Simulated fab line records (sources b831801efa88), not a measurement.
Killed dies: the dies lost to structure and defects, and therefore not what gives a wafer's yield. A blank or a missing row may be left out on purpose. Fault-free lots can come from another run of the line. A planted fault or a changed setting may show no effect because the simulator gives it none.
Which tool is to blame? ; flow gf180mcu ; Sampling: 15 lots, 45 wafers, 5 of 602 route steps

## WHAT THE GAUGES READ, wafer by wafer
Not one reading of a measure or inspect step in the record can be checked against a usual standard deviation.

## TOOL THAT RAN EACH LOT (tool first, then ch and the chambers of the sampled wafers, then the start)
lot;GF_M4_SPUTTER_00;GF_M4_SPUTTER_02;GF_M4_STRIP_17;GF_V4_CMP_04;GF_V4_ETCH_17
L342;pvdSputter-01, day 22 09:41;pvdSputter-01, day 22 09:49;plasmaAsher-03 ch 0,1, day 23 08:23;cmp-01 ch 0,1,3, day 23 09:11;rieDiel-02 ch 0,1, no start
L343;pvdSputter-01, day 22 22:37;pvdSputter-01, day 22 22:44;plasmaAsher-01 ch 0,1, day 23 22:16;cmp-02 ch 0,1, day 23 23:17;rieDiel-01 ch 0,1,3, no start
L344;pvdSputter-01, day 23 04:43;pvdSputter-01, day 23 04:50;plasmaAsher-03 ch 0,1, day 24 04:10;cmp-02 ch 1,2, day 24 04:56;rieDiel-04 ch 0,2,3, no start
L346;pvdSputter-04, day 24 02:29;pvdSputter-04, day 24 02:37;plasmaAsher-01 ch 0,1, day 25 01:11;cmp-02 ch 0,1,2, day 25 02:00;rieDiel-02 ch 0,1,2, no start
L347;pvdSputter-01, day 24 10:58;pvdSputter-01, day 24 11:05;plasmaAsher-03 ch 0,1, day 25 09:01;cmp-02 ch 0,1,3, day 25 09:50;rieDiel-04 ch 0,3, no start
L348;pvdSputter-03, day 24 23:13;pvdSputter-03, day 24 23:21;plasmaAsher-03 ch 0,1, day 25 21:11;cmp-02 ch 1,3, day 25 22:05;rieDiel-02 ch 2,3, no start
L349;pvdSputter-01, day 25 20:08;pvdSputter-01, day 25 20:16;plasmaAsher-01 ch 0,1, day 26 16:49;cmp-02 ch 2,3, day 26 17:47;rieDiel-01 ch 1,3, no start
L350;pvdSputter-04, day 26 04:32;pvdSputter-04, day 26 04:40;plasmaAsher-01 ch 0,1, day 27 01:20;cmp-01 ch 1,2,3, day 27 02:13;rieDiel-04 ch 0,1,3, no start
L351;pvdSputter-04, day 26 07:17;pvdSputter-04, day 26 07:25;plasmaAsher-02 ch 0,1, day 27 03:55;cmp-01 ch 0,3, day 27 04:41;rieDiel-04 ch 0,1,2, no start
L352;pvdSputter-04, day 26 20:11;pvdSputter-04, day 26 20:19;plasmaAsher-01 ch 0,1, day 27 16:28;cmp-01 ch 0,1, day 27 17:26;rieDiel-04 ch 0,2, no start
L353;pvdSputter-04, day 27 00:19;pvdSputter-04, day 27 00:26;plasmaAsher-01 ch 0,1, day 27 20:59;cmp-02 ch 0,1,3, day 27 21:55;rieDiel-01 ch 0,3, no start
L354;pvdSputter-03, day 27 06:25;pvdSputter-03, day 27 06:32;plasmaAsher-02 ch 0,1, day 28 02:19;cmp-01 ch 0,2,3, day 28 03:07;rieDiel-01 ch 0,1,3, no start
L358;pvdSputter-03, day 28 10:41;pvdSputter-03, day 28 10:49;plasmaAsher-01 ch 0,1, day 29 06:23;cmp-01 ch 0,1,3, day 29 07:13;rieDiel-01 ch 0,2,3, no start
L360;pvdSputter-03, day 29 00:57;pvdSputter-03, day 29 01:05;plasmaAsher-03 ch 0,1, day 29 19:53;cmp-01 ch 0,1,2, day 29 20:41;rieDiel-01 ch 0,1,2, no start
L362;pvdSputter-01, day 29 05:37;pvdSputter-01, day 29 05:44;plasmaAsher-01 ch 0,1, day 30 01:10;cmp-02 ch 0,1,2, day 30 01:59;rieDiel-04 ch 1,2,3, no start
- GF_M4_SPUTTER_00: material Ti, target thk 37.5 nm, time 150 s.
- GF_M4_SPUTTER_02: material AlCu, target thk 450 nm, time 23.9 s.
- GF_M4_STRIP_17: strips in O2/N2.
- GF_V4_CMP_04: polishes SiO2.
- GF_V4_ETCH_17: etches SiO2 in C4F8/O2/Ar, stops on TiN, target depth 630 nm.

## AS READ BY THE TOOLS THEMSELVES (means over the sampled wafers that have a number; for cases with no such wafer, the mark the record gives instead)
GF_M4_SPUTTER_00. Usual: substrateTempC 200.00 C, standard deviation 0.16; throttleValvePct 29.7 %, standard deviation 1.3.
lot;tool;substrateTempC (C);throttleValvePct (%);flag
L342;pvdSputter-01;200.03;28.0;
L343;pvdSputter-01;199.98;28.7;
L344;pvdSputter-01;199.91;29.0;
L346;pvdSputter-04;200.10;30.1;
L347;pvdSputter-01;199.99;28.4;
L348;pvdSputter-03;200.02;30.1;
L349;pvdSputter-01;199.86;28.5;
L350;pvdSputter-04;200.00;31.2;
L351;pvdSputter-04;200.07;30.0;
L352;pvdSputter-04;199.97;30.3;
L353;pvdSputter-04;199.98;30.9;
L354;pvdSputter-03;199.97;29.1;
L358;pvdSputter-03;200.06;30.9;
L360;pvdSputter-03;199.86;29.8;
L362;pvdSputter-01;200.03;29.9;

GF_M4_SPUTTER_02. Usual: throttleValvePct reads 29.7 % (standard deviation 1.3).
lot;tool;throttleValvePct (%);flag
L342;pvdSputter-01;28.0;
L343;pvdSputter-01;28.6;
L344;pvdSputter-01;28.9;
L346;pvdSputter-04;30.0;
L347;pvdSputter-01;28.6;
L348;pvdSputter-03;30.1;
L349;pvdSputter-01;28.4;
L350;pvdSputter-04;31.2;
L351;pvdSputter-04;30.0;
L352;pvdSputter-04;30.1;
L353;pvdSputter-04;30.9;
L354;pvdSputter-03;29.0;
L358;pvdSputter-03;30.9;
L360;pvdSputter-03;29.9;
L362;pvdSputter-01;29.9;

GF_M4_STRIP_17. Usual: drypumpMotorCurrentA 6.0 A, standard deviation 0.38; heaterPowerW 359 W, standard deviation 23; o2FlowSccm 3000 sccm, standard deviation 9.3; oesProductAu 0.558 a.u., standard deviation 0.0045; stripTimeToEndpointS 7.86 s, standard deviation 0.037.
lot;tool;drypumpMotorCurrentA (A);heaterPowerW (W);o2FlowSccm (sccm);oesProductAu (a.u.);stripTimeToEndpointS (s);flag
L342;plasmaAsher-03;6.2;341;2991;0.557;7.89;
L343;plasmaAsher-01;5.9;376;2986;0.559;7.89;
L344;plasmaAsher-03;6.2;341;3005;0.560;7.86;
L346;plasmaAsher-01;6.1;383;2999;0.557;7.89;
L347;plasmaAsher-03;6.2;336;3019;0.557;7.82;
L348;plasmaAsher-03;6.2;328;2998;0.563;7.91;
L349;plasmaAsher-01;6.2;380;3000;0.556;7.82;
L350;plasmaAsher-01;5.9;374;2998;0.558;7.88;
L351;plasmaAsher-02;5.5;360;3001;0.556;7.80;
L352;plasmaAsher-01;6.2;377;2998;0.556;7.85;
L353;plasmaAsher-01;6.2;380;2997;0.556;7.84;
L354;plasmaAsher-02;5.8;351;3002;0.561;7.88;
L358;plasmaAsher-01;6.2;369;3006;0.556;7.86;
L360;plasmaAsher-03;6.2;335;2991;0.557;7.83;
L362;plasmaAsher-01;6.2;377;3001;0.559;7.84;

GF_V4_CMP_04. Usual: edgeZonePressureFrac 1.000, standard deviation 0.0051; headPressurePsi 4.001 psi, standard deviation 0.0093; motorCurrentA 12.3 A, standard deviation 1; timeToEndpointS 83 s, standard deviation 4.5.
lot;tool;edgeZonePressureFrac;headPressurePsi (psi);motorCurrentA (A);timeToEndpointS (s);flag
L342;cmp-01;1.000;4.002;12.3;83;
L343;cmp-02;1.009;4.006;11.5;79;
L344;cmp-02;0.997;3.996;12.4;90;
L346;cmp-02;1.005;4.004;11.8;83;
L347;cmp-02;1.003;4.014;12.7;86;
L348;cmp-02;1.005;4.000;13.2;87;
L349;cmp-02;-;-;-;-;OFF
L350;cmp-01;-;-;-;-;OFF
L351;cmp-01;-;-;-;-;OFF
L352;cmp-01;0.999;3.990;12.6;87;
L353;cmp-02;1.000;4.007;12.6;80;
L354;cmp-01;1.005;3.999;12.2;85;
L358;cmp-01;0.999;3.994;12.2;84;
L360;cmp-01;1.002;4.010;12.1;86;
L362;cmp-02;0.999;4.001;11.9;76;

GF_V4_ETCH_17. Usual: oesProductAu reads 0.856 a.u. (standard deviation 0.0044).
lot;tool;oesProductAu (a.u.);flag
L342;rieDiel-02;0.853;
L343;rieDiel-01;0.857;
L344;rieDiel-04;0.857;
L346;rieDiel-02;0.853;
L347;rieDiel-04;0.853;
L348;rieDiel-02;0.857;
L349;rieDiel-01;1.622;OFF
L350;rieDiel-04;1.615;OFF
L351;rieDiel-04;1.613;OFF
L352;rieDiel-04;0.856;
L353;rieDiel-01;0.858;
L354;rieDiel-01;0.859;
L358;rieDiel-01;0.858;
L360;rieDiel-01;0.854;
L362;rieDiel-04;0.851;

## THE ANSWER, worked out from the rows above alone
Rule: a lot is off if the mean of its wafers that have a number lies more than 3 standard deviations from the usual mean. Also off: a lot with no number at a reading for which 4 or more lots have one. The other lots that the step has rows for count as sound. The gauges are gone through in route order, then the tools' own readings, and for those a lot's mean is taken as printed above. The first step at which some lot is off is used, and at that step the reading that is off furthest; a lot without a number counts as furthest.
Off at GF_V4_CMP_04 (edgeZonePressureFrac): L349, L350, L351. Without a number there: L349, L350, L351.
If a tool, at that step or one of the process steps before it, ran each lot that is off and ran no sound lot following the first of them, it fits. None of those tried fits.

## WHAT HAD BEEN PUT IN BY THE SIMULATOR
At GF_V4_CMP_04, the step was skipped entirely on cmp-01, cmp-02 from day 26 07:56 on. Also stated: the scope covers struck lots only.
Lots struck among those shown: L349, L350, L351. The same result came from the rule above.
